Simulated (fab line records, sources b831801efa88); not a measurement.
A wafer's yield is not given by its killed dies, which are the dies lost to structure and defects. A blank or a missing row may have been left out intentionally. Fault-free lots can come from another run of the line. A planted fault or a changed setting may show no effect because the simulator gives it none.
Comparing a struck lot with a sound one :: flow sky130 :: 16 out of 708 route steps
Sound: the wafers L604.2, L604.3, L604.6. The struck wafers were L607.3, L607.5, L607.6. The cause is given at the end.
Each step with rows lists, per side, the tool, then ch with its chambers, then its first start. Under that, the readings that differ: sound wafers :: struck wafers :: difference of the means :: sigmas: that difference in standard deviations of wafers without a fault.
alike: readings whose means differ by less than 2 such deviations, and words and numbers that are the same on both sides. not compared: withheld readings, readings that some wafer has no value for, bounds like >300 that may hide the same value, and numbers for which the record gives no deviation and whose values overlap.
A row with sigmas, a row that says differs or no value, or rows on one side alone: a step with any of these is where the two part. Non-overlapping numbers with no deviation appear without sigmas and do not part them. A reading missing from all wafers of one side parts the sides only when that side holds two or more wafers.

SKY_VIA2_CMP_02: polishes SiO2.
  sound on cmp-01 ch 2,3, day 36 20:20; struck on cmp-01 ch 0,1, day 37 23:40
  alike: motor_current_A, platen_rpm
SKY_VIA2_BOW_MEAS_03:
  sound on film_metro-03, day 36 20:39; struck on film_metro-03, day 37 23:58
  alike: VIA2_BOW
then, 8 steps without rows for these wafers: SKY_VIA2_DEHYDRATE_04 (time 60 s); SKY_VIA2_HMDS_05 (prime time 60 s); SKY_VIA2_COAT_06 (resist thk 60 nm); SKY_VIA2_COAT_07 (resist thk 450 nm); SKY_VIA2_SOFTBAKE_08 (time 90 s); SKY_VIA2_EXPOSE_09 (exposes mask VIM2, target cd 200 nm); SKY_VIA2_PEB_10; SKY_VIA2_DEVELOP_11 (develop time 60 s).
SKY_VIA2_CD_MEAS_12: the cd target is 200 nm.
  sound on cd_sem-02, day 37 22:22; struck on cd_sem-02, day 39 01:03
  alike: cd_nm
SKY_VIA2_OVL_MEAS_13:
  sound on overlay-02, day 37 22:28; struck on overlay-01, day 39 01:09
  alike: VIA2_OVL
SKY_VIA2_ETCH_14: etches BARC in N2/H2, stops on SiO2, time 45.9 s, target depth 60 nm.
  sound on rie_diel-03 ch 0,1, day 37 22:30; struck on rie_diel-01 ch 2,3, day 39 01:10
reading: rf_fwd_power_W (W)
sound: 492.6 494.1 496.1
struck: 572.3 570.8 574.4
difference: +78.2
sigmas: +30

reading: model.KrF-thick_of_VIA2_COAT_07.thk_nm (nm)
sound: 393.8 393.4 393.1
struck: 388.3 387.6 388.9
difference: -5.2
sigmas: 
  alike: drypump_motor_current_A, oes_product_au, throttle_valve_pct
  not compared: rf_hours_counter_h
SKY_VIA2_ETCH_15: etches SiO2 in C4F8/O2/Ar, stops on TiN, target depth 546 nm, time 84 s.
  sound on rie_diel-03 ch 0,1, day 37 22:32; struck on rie_diel-01 ch 2,3, day 39 01:13
reading: model.KrF-thick_of_VIA2_COAT_07.thk_nm (nm)
sound: 282.2 283.9 282.7
struck: 277.2 276.1 280.4
difference: -5.0
sigmas: 
  alike: oes_product_au, rf_fwd_power_W
  not compared: rf_hours_counter_h
SKY_VIA2_STRIP_16: strips in O2/N2.
  sound on plasma_asher-01 ch 0, day 37 22:37; struck on plasma_asher-04 ch 0,1, day 39 01:19
  alike: drypump_motor_current_A, oes_product_au, strip_time_to_endpoint_s
  not compared: rf_hours_counter_h
-- the record jumps here: 9 days lie between the struck wafers' starts before and after (it left off in module VIA2 and takes up again in module PAD_OPEN, whose first step shown is number 708 of the route) --
SKY_PAD_OPEN_PROBE_99:
  sound on prober-02, day 47 03:00; struck on prober-01, day 47 21:26
  alike: defect_limited_yield, killed_at_M0_to_M3, killed_at_M4_up, killed_at_contacts, killed_at_front_end, killed_at_other, killed_dies, killed_open, killed_short, sort_bin_3_pad_short, sort_bin_5_function, sort_bin_6_memory, sort_n_pass, sort_yield_pct

WHERE THEY PART
At SKY_VIA2_ETCH_14 and nowhere else, as far as this record goes. Later steps at which nothing parts them and some readings are alike: SKY_VIA2_ETCH_15, SKY_VIA2_STRIP_16, SKY_PAD_OPEN_PROBE_99.

WHY: what had been put in by the simulator
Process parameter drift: rie_diel-01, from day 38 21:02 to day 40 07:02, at SKY_VIA2_ETCH_14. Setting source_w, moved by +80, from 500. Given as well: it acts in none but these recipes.
